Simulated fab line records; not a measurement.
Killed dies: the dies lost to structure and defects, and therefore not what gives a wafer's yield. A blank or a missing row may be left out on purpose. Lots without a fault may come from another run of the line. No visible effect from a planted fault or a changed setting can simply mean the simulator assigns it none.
Chamber matching -- flow sky130 -- SKY_SONOS_ONO_ETCH_15 on rieDiel-01 has 4 sister chambers
The step etches the open film in CHF3/O2, target depth 19.52 nm, time 7.8 s. 4 wafers are shown with their chamber, then 12 later ones without.

## WAFERS WITH THEIR CHAMBER
wafer,chamber,drypumpMotorCurrentA (A)
L093.2,2,6.0
L093.3,3,5.3
L093.5,0,5.7
L093.6,1,5.8

## WAFERS WITH NO CHAMBER GIVEN
wafer,drypumpMotorCurrentA (A)
L094.3,5.7
L094.4,6.0
L094.5,5.7
L095.1,6.0
L095.2,5.6
L095.3,5.2
L095.4,5.8
L095.5,5.8
L095.6,6.0
L097.1,5.2
L097.2,5.7
L097.6,5.3

## WHICH CHAMBER EACH WENT THROUGH
wafer,from the rows above,in truth
L094.3,can't be placed: 0 or 1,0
L094.4,2,2
L094.5,can't be placed: 0 or 1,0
L095.1,2,2
L095.2,can't be placed: 0 or 1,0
L095.3,3,3
L095.4,can't be placed: 1 or 0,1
L095.5,can't be placed: 1 or 0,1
L095.6,2,2
L097.1,3,3
L097.2,can't be placed: 0 or 1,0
L097.6,3,3
Correctly placed: 6 of 12. Can't be placed from these rows: 6 (the true chamber is among the candidates in 6). Placed wrongly: 0.
How it was worked out, from the rows above alone: a wafer's distance from a chamber is the root of the sum, over the readings, of the square of ((its reading less the chamber's mean) divided by the reading's scatter). The wafer belongs to the nearest chamber; if the next one is less than 2 further off, it can't be placed. The mean given for a chamber averages the wafers shown for that chamber. The scatter: with one shown wafer a chamber, the root of the mean of the squares of how far each hidden wafer lies from its nearest shown one.
